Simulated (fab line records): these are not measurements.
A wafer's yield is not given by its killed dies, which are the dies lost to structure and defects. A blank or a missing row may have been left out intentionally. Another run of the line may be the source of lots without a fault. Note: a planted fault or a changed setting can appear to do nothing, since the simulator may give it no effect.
Matching of chambers ; flow gf180mcu ; pecvd-01 running GF_PASSIVATION_CVD_02: 3 sister chambers
The step deposits Si3N4, target thk 700 nm, time 486.18 s. 3 wafers are shown with their chamber, then 7 later ones without.

## WAFERS WITH THEIR CHAMBER
wafer;chamber;heater_power_w (W)
L450.3;2;624
L452.4;1;808
L455.5;0;859

## WAFERS MISSING THEIR CHAMBER
wafer;heater_power_w (W)
L455.6;725
L464.2;882
L464.5;708
L464.6;716
L466.1;595
L466.5;868
L466.6;629

## THE CHAMBER EACH PASSED THROUGH
wafer;from the rows above;in truth
L455.6;can't be placed: 1 or 2 or 0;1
L464.2;can't be placed: 0 or 1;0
L464.5;can't be placed: 2 or 1 or 0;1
L464.6;can't be placed: 1 or 2 or 0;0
L466.1;2;2
L466.5;can't be placed: 0 or 1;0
L466.6;2;2
2 of 7 placed correctly. Unplaceable from these rows: 5, with the true chamber sitting among the candidates in 5. Number placed wrongly: 0.
How it was worked out, from the rows above alone: a wafer's distance from a chamber is the root of the sum, over the readings, of the square of ((its reading less the chamber's mean) divided by the reading's scatter). The wafer belongs to the nearest chamber; if the next one is less than 2 further off, it can't be placed. A chamber's mean is the mean of its shown wafers. The scatter: with one shown wafer a chamber, the root of the mean of the squares of how far each hidden wafer lies from its nearest shown one.
